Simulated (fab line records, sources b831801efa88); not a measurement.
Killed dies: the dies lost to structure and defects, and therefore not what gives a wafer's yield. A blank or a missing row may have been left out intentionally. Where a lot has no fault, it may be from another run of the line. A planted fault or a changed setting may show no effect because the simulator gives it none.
What tool caused it? || flow gf180mcu || 11 lots, 33 wafers sampled, at 7 steps of a route of 602

WHAT THE GAUGES READ, wafer by wafer
GF_LVPWELL_OVL_MEAS_07.
{"lot": "L254", "measured": "day 4 07:22", "on": "overlay-02", "LVPWELL_OVL (nm)": "-1.0 -0.4 -2.0"}
{"lot": "L256", "measured": "day 4 15:19", "on": "overlay-01", "LVPWELL_OVL (nm)": "- - -"}
{"lot": "L257", "measured": "day 4 19:07", "on": "overlay-02", "LVPWELL_OVL (nm)": "- - -"}
{"lot": "L264", "measured": "day 6 12:31", "on": "overlay-01", "LVPWELL_OVL (nm)": "0.8 -0.8 -1.8"}
{"lot": "L265", "measured": "day 6 18:16", "on": "overlay-02", "LVPWELL_OVL (nm)": "-0.1 -1.9 1.1"}
{"lot": "L266", "measured": "day 6 23:01", "on": "overlay-02", "LVPWELL_OVL (nm)": "0.0 0.2 -2.0"}
{"lot": "L268", "measured": "day 7 10:35", "on": "overlay-01", "LVPWELL_OVL (nm)": "0.6 -0.7 -0.8"}
{"lot": "L270", "measured": "day 7 19:11", "on": "overlay-01", "LVPWELL_OVL (nm)": "0.2 0.4 1.7"}
{"lot": "L272", "measured": "day 8 09:04", "on": "overlay-01", "LVPWELL_OVL (nm)": "1.9 0.5 0.7"}
{"lot": "L274", "measured": "day 8 20:52", "on": "overlay-01", "LVPWELL_OVL (nm)": "0.8 1.9 0.1"}
{"lot": "L275", "measured": "day 8 23:40", "on": "overlay-01", "LVPWELL_OVL (nm)": "0.3 -0.3 0.6"}

GF_MVPSD_TW_MEAS_11.
{"lot": "L254", "measured": "day 5 11:41", "on": "film-metro-02", "MVPSD_TW": "551 547 550"}
{"lot": "L256", "measured": "day 5 21:58", "on": "film-metro-03", "MVPSD_TW": "684 685 684"}
{"lot": "L257", "measured": "day 6 01:08", "on": "film-metro-02", "MVPSD_TW": "686 687 687"}
{"lot": "L264", "measured": "day 7 21:57", "on": "film-metro-02", "MVPSD_TW": "555 554 553"}
{"lot": "L265", "measured": "day 8 02:59", "on": "film-metro-03", "MVPSD_TW": "546 546 546"}
{"lot": "L266", "measured": "day 8 07:09", "on": "film-metro-02", "MVPSD_TW": "555 554 552"}
{"lot": "L268", "measured": "day 8 20:35", "on": "film-metro-03", "MVPSD_TW": "549 550 545"}
{"lot": "L270", "measured": "day 9 05:01", "on": "film-metro-02", "MVPSD_TW": "547 551 551"}
{"lot": "L272", "measured": "day 9 19:34", "on": "film-metro-03", "MVPSD_TW": "546 543 547"}
{"lot": "L274", "measured": "day 10 08:53", "on": "film-metro-02", "MVPSD_TW": "551 554 554"}
{"lot": "L275", "measured": "day 10 10:26", "on": "film-metro-02", "MVPSD_TW": "550 552 552"}

GF_VT_IMPLANT_TW_MEAS_10.
{"lot": "L254", "measured": "day 6 02:47", "on": "film-metro-04", "VT_IMPLANT_TW": "560 560 560"}
{"lot": "L256", "measured": "day 6 12:58", "on": "film-metro-01", "VT_IMPLANT_TW": "709 708 701"}
{"lot": "L257", "measured": "day 6 16:57", "on": "film-metro-01", "VT_IMPLANT_TW": "705 704 706"}
{"lot": "L264", "measured": "day 8 14:05", "on": "film-metro-04", "VT_IMPLANT_TW": "558 557 557"}
{"lot": "L265", "measured": "day 8 19:51", "on": "film-metro-02", "VT_IMPLANT_TW": "564 565 562"}
{"lot": "L266", "measured": "day 8 23:36", "on": "film-metro-02", "VT_IMPLANT_TW": "562 562 564"}
{"lot": "L268", "measured": "day 9 13:00", "on": "film-metro-04", "VT_IMPLANT_TW": "560 560 560"}
{"lot": "L270", "measured": "day 9 21:39", "on": "film-metro-01", "VT_IMPLANT_TW": "569 566 565"}
{"lot": "L272", "measured": "day 10 13:07", "on": "film-metro-02", "VT_IMPLANT_TW": "562 562 563"}
{"lot": "L274", "measured": "day 11 02:43", "on": "film-metro-04", "VT_IMPLANT_TW": "561 558 559"}
{"lot": "L275", "measured": "day 11 03:50", "on": "film-metro-04", "VT_IMPLANT_TW": "562 558 561"}

GF_PSD_TW_MEAS_11.
{"lot": "L254", "measured": "day 15 05:06", "on": "film-metro-01", "PSD_TW": "3210 3214 3196"}
{"lot": "L256", "measured": "day 15 12:17", "on": "film-metro-04", "PSD_TW": "3164 3152 3141"}
{"lot": "L257", "measured": "day 15 22:01", "on": "film-metro-04", "PSD_TW": "3171 3154 3129"}
{"lot": "L264", "measured": "day 18 07:04", "on": "film-metro-02", "PSD_TW": "3186 3190 3192"}
{"lot": "L265", "measured": "day 18 10:28", "on": "film-metro-02", "PSD_TW": "3173 3183 3162"}
{"lot": "L266", "measured": "day 18 17:34", "on": "film-metro-04", "PSD_TW": "3147 3153 3144"}
{"lot": "L268", "measured": "day 19 13:04", "on": "film-metro-01", "PSD_TW": "3216 3203 3221"}
{"lot": "L270", "measured": "day 20 02:11", "on": "film-metro-02", "PSD_TW": "3190 3192 3198"}
{"lot": "L272", "measured": "day 20 22:37", "on": "film-metro-02", "PSD_TW": "3208 3196 3176"}
{"lot": "L274", "measured": "day 21 18:16", "on": "film-metro-04", "PSD_TW": "3162 3166 3149"}
{"lot": "L275", "measured": "day 21 21:38", "on": "film-metro-01", "PSD_TW": "3229 3221 3231"}

WHAT TOOL EACH LOT RAN ON (gives the tool, then ch and the chambers of the sampled wafers, and finally the start)
{"lot": "L254", "GF_LVPWELL_COAT_02": "litho-track-01 ch 0, day 3 23:53", "GF_VT_IMPLANT_STRIP_31": "plasma-asher-03 ch 0,1, day 7 10:05", "GF_HV_LDD_STRIP_49": "plasma-asher-04 ch 0,1, day 13 07:11"}
{"lot": "L256", "GF_LVPWELL_COAT_02": "litho-track-01, day 4 08:26", "GF_VT_IMPLANT_STRIP_31": "plasma-asher-02 ch 0,1, day 7 21:25", "GF_HV_LDD_STRIP_49": "plasma-asher-04 ch 0,1, day 13 15:17"}
{"lot": "L257", "GF_LVPWELL_COAT_02": "litho-track-01, day 4 12:10", "GF_VT_IMPLANT_STRIP_31": "plasma-asher-01 ch 0,1, day 8 00:11", "GF_HV_LDD_STRIP_49": "plasma-asher-02 ch 0,1, day 13 23:24"}
{"lot": "L264", "GF_LVPWELL_COAT_02": "litho-track-02 ch 0, day 6 04:28", "GF_VT_IMPLANT_STRIP_31": "plasma-asher-01 ch 0,1, day 9 22:48", "GF_HV_LDD_STRIP_49": "plasma-asher-02 ch 0,1, day 16 05:05"}
{"lot": "L265", "GF_LVPWELL_COAT_02": "litho-track-02 ch 0, day 6 10:31", "GF_VT_IMPLANT_STRIP_31": "plasma-asher-01 ch 1, day 10 05:08", "GF_HV_LDD_STRIP_49": "plasma-asher-04 ch 0,1, day 16 09:05"}
{"lot": "L266", "GF_LVPWELL_COAT_02": "litho-track-02 ch 0, day 6 15:01", "GF_VT_IMPLANT_STRIP_31": "plasma-asher-03 ch 0,1, day 10 10:08", "GF_HV_LDD_STRIP_49": "plasma-asher-04 ch 1, day 16 15:29"}
{"lot": "L268", "GF_LVPWELL_COAT_02": "litho-track-02 ch 0, day 7 01:58", "GF_VT_IMPLANT_STRIP_31": "plasma-asher-03 ch 0,1, day 11 00:56", "GF_HV_LDD_STRIP_49": "plasma-asher-02 ch 0,1, day 17 09:38"}
{"lot": "L270", "GF_LVPWELL_COAT_02": "litho-track-01 ch 0, day 7 10:34", "GF_VT_IMPLANT_STRIP_31": "plasma-asher-01 ch 0,1, day 11 10:49", "GF_HV_LDD_STRIP_49": "plasma-asher-04 ch 0,1, day 17 21:47"}
{"lot": "L272", "GF_LVPWELL_COAT_02": "litho-track-02 ch 0, day 8 01:02", "GF_VT_IMPLANT_STRIP_31": "plasma-asher-02 ch 0,1, day 12 01:34", "GF_HV_LDD_STRIP_49": "plasma-asher-02 ch 0,1, day 18 17:05"}
{"lot": "L274", "GF_LVPWELL_COAT_02": "litho-track-01 ch 0, day 8 12:10", "GF_VT_IMPLANT_STRIP_31": "plasma-asher-01 ch 0,1, day 12 17:05", "GF_HV_LDD_STRIP_49": "plasma-asher-04 ch 0,1, day 19 14:41"}
{"lot": "L275", "GF_LVPWELL_COAT_02": "litho-track-02 ch 0, day 8 15:22", "GF_VT_IMPLANT_STRIP_31": "plasma-asher-01 ch 1, day 12 17:56", "GF_HV_LDD_STRIP_49": "plasma-asher-04 ch 1, day 19 17:54"}
- GF_LVPWELL_COAT_02: resist thk 3000 nm.
- GF_VT_IMPLANT_STRIP_31: strips in O2/N2.
- GF_HV_LDD_STRIP_49: strips in O2/N2.

AS READ BY THE TOOLS THEMSELVES (means over the sampled wafers that have a number; for cases with no such wafer, the mark the record gives instead)
GF_LVPWELL_COAT_02.
{"lot": "L254", "tool": "litho-track-01", "chill-plate-temp-C (C)": 22.89, "dispense-pressure-kPa (kPa)": 41.8, "resist-line-temp-C (C)": 22.98}
{"lot": "L256", "tool": "litho-track-01", "chill-plate-temp-C (C)": "-", "dispense-pressure-kPa (kPa)": "-", "resist-line-temp-C (C)": "-"}
{"lot": "L257", "tool": "litho-track-01", "chill-plate-temp-C (C)": "-", "dispense-pressure-kPa (kPa)": "-", "resist-line-temp-C (C)": "-"}
{"lot": "L264", "tool": "litho-track-02", "chill-plate-temp-C (C)": 22.92, "dispense-pressure-kPa (kPa)": 44.0, "resist-line-temp-C (C)": 22.95}
{"lot": "L265", "tool": "litho-track-02", "chill-plate-temp-C (C)": 23.01, "dispense-pressure-kPa (kPa)": 44.0, "resist-line-temp-C (C)": 23.16}
{"lot": "L266", "tool": "litho-track-02", "chill-plate-temp-C (C)": 22.93, "dispense-pressure-kPa (kPa)": 44.1, "resist-line-temp-C (C)": 23.08}
{"lot": "L268", "tool": "litho-track-02", "chill-plate-temp-C (C)": 23.05, "dispense-pressure-kPa (kPa)": 44.1, "resist-line-temp-C (C)": 23.04}
{"lot": "L270", "tool": "litho-track-01", "chill-plate-temp-C (C)": 22.95, "dispense-pressure-kPa (kPa)": 41.7, "resist-line-temp-C (C)": 22.93}
{"lot": "L272", "tool": "litho-track-02", "chill-plate-temp-C (C)": 23.01, "dispense-pressure-kPa (kPa)": 44.0, "resist-line-temp-C (C)": 22.91}
{"lot": "L274", "tool": "litho-track-01", "chill-plate-temp-C (C)": 23.05, "dispense-pressure-kPa (kPa)": 41.8, "resist-line-temp-C (C)": 23.01}
{"lot": "L275", "tool": "litho-track-02", "chill-plate-temp-C (C)": 22.88, "dispense-pressure-kPa (kPa)": 44.0, "resist-line-temp-C (C)": 22.96}

GF_VT_IMPLANT_STRIP_31.
{"lot": "L254", "tool": "plasma-asher-03", "drypump-motor-current-A (A)": 5.9, "heater-power-w (W)": 327, "oes-product-au (a.u.)": 0.716, "strip-time-to-endpoint-s (s)": 12.64}
{"lot": "L256", "tool": "plasma-asher-02", "drypump-motor-current-A (A)": 6.1, "heater-power-w (W)": 323, "oes-product-au (a.u.)": 0.714, "strip-time-to-endpoint-s (s)": 12.63}
{"lot": "L257", "tool": "plasma-asher-01", "drypump-motor-current-A (A)": 5.9, "heater-power-w (W)": 303, "oes-product-au (a.u.)": 0.713, "strip-time-to-endpoint-s (s)": 12.61}
{"lot": "L264", "tool": "plasma-asher-01", "drypump-motor-current-A (A)": 5.8, "heater-power-w (W)": 305, "oes-product-au (a.u.)": 0.713, "strip-time-to-endpoint-s (s)": 12.63}
{"lot": "L265", "tool": "plasma-asher-01", "drypump-motor-current-A (A)": 5.6, "heater-power-w (W)": 310, "oes-product-au (a.u.)": 0.719, "strip-time-to-endpoint-s (s)": 12.58}
{"lot": "L266", "tool": "plasma-asher-03", "drypump-motor-current-A (A)": 5.9, "heater-power-w (W)": 329, "oes-product-au (a.u.)": 0.713, "strip-time-to-endpoint-s (s)": 12.64}
{"lot": "L268", "tool": "plasma-asher-03", "drypump-motor-current-A (A)": 5.8, "heater-power-w (W)": 329, "oes-product-au (a.u.)": 0.720, "strip-time-to-endpoint-s (s)": 12.62}
{"lot": "L270", "tool": "plasma-asher-01", "drypump-motor-current-A (A)": 5.9, "heater-power-w (W)": 297, "oes-product-au (a.u.)": 0.719, "strip-time-to-endpoint-s (s)": 12.61}
{"lot": "L272", "tool": "plasma-asher-02", "drypump-motor-current-A (A)": 6.1, "heater-power-w (W)": 324, "oes-product-au (a.u.)": 0.716, "strip-time-to-endpoint-s (s)": 12.67}
{"lot": "L274", "tool": "plasma-asher-01", "drypump-motor-current-A (A)": 5.7, "heater-power-w (W)": 301, "oes-product-au (a.u.)": 0.718, "strip-time-to-endpoint-s (s)": 12.64}
{"lot": "L275", "tool": "plasma-asher-01", "drypump-motor-current-A (A)": 5.6, "heater-power-w (W)": 306, "oes-product-au (a.u.)": 0.716, "strip-time-to-endpoint-s (s)": 12.68}

GF_HV_LDD_STRIP_49.
{"lot": "L254", "tool": "plasma-asher-04", "drypump-motor-current-A (A)": 5.3, "heater-power-w (W)": 390, "oes-product-au (a.u.)": 0.713, "strip-time-to-endpoint-s (s)": 12.66}
{"lot": "L256", "tool": "plasma-asher-04", "drypump-motor-current-A (A)": 5.3, "heater-power-w (W)": 395, "oes-product-au (a.u.)": 0.711, "strip-time-to-endpoint-s (s)": 12.63}
{"lot": "L257", "tool": "plasma-asher-02", "drypump-motor-current-A (A)": 6.2, "heater-power-w (W)": 325, "oes-product-au (a.u.)": 0.712, "strip-time-to-endpoint-s (s)": 12.62}
{"lot": "L264", "tool": "plasma-asher-02", "drypump-motor-current-A (A)": 6.1, "heater-power-w (W)": 324, "oes-product-au (a.u.)": 0.713, "strip-time-to-endpoint-s (s)": 12.58}
{"lot": "L265", "tool": "plasma-asher-04", "drypump-motor-current-A (A)": 5.3, "heater-power-w (W)": 396, "oes-product-au (a.u.)": 0.713, "strip-time-to-endpoint-s (s)": 12.64}
{"lot": "L266", "tool": "plasma-asher-04", "drypump-motor-current-A (A)": 5.1, "heater-power-w (W)": 310, "oes-product-au (a.u.)": 0.720, "strip-time-to-endpoint-s (s)": 12.59}
{"lot": "L268", "tool": "plasma-asher-02", "drypump-motor-current-A (A)": 6.1, "heater-power-w (W)": 322, "oes-product-au (a.u.)": 0.716, "strip-time-to-endpoint-s (s)": 12.62}
{"lot": "L270", "tool": "plasma-asher-04", "drypump-motor-current-A (A)": 5.3, "heater-power-w (W)": 354, "oes-product-au (a.u.)": 0.722, "strip-time-to-endpoint-s (s)": 12.63}
{"lot": "L272", "tool": "plasma-asher-02", "drypump-motor-current-A (A)": 6.1, "heater-power-w (W)": 323, "oes-product-au (a.u.)": 0.718, "strip-time-to-endpoint-s (s)": 12.68}
{"lot": "L274", "tool": "plasma-asher-04", "drypump-motor-current-A (A)": 5.2, "heater-power-w (W)": 358, "oes-product-au (a.u.)": 0.716, "strip-time-to-endpoint-s (s)": 12.61}
{"lot": "L275", "tool": "plasma-asher-04", "drypump-motor-current-A (A)": 5.1, "heater-power-w (W)": 321, "oes-product-au (a.u.)": 0.719, "strip-time-to-endpoint-s (s)": 12.64}

THE ANSWER, worked out from the rows above alone
Rule: what is usual is taken from the lots themselves. The widest of any qualifying gaps counts: lots, ordered by their means at a reading, are off when they make up no more than a third of the lots, leave a main group of 4 or more, and stand apart from it by 3 or more times the standard deviation of that group's means. A main group whose means are all the same, to the digits that the tables above print for the reading, isn't used. Also off: a lot with no number at a reading for which 4 or more lots have one. Any other lot the step has rows for is counted as sound. First the gauges in route order, then the tools' own readings, where a lot's mean is used as printed above. At the first step where some lot is off, the reading lying furthest off is the one used; lots without a number count as furthest.
Off: L256, L257, at GF_LVPWELL_OVL_MEAS_07 (LVPWELL_OVL). Without a number there: L256, L257. Mean -0.0 nm and standard deviation 0.73 in the main group.
A tool fits if, at a process step before that reading, it ran every lot that is off, and no sound lot after the first of them. Not tried: the gauges at GF_LVPWELL_OVL_MEAS_07; whatever is off there is also off at GF_MVPSD_TW_MEAS_11, on other tools, and gauge error can't account for it. None of those tried fits.

WHAT THE SIMULATOR PUT IN
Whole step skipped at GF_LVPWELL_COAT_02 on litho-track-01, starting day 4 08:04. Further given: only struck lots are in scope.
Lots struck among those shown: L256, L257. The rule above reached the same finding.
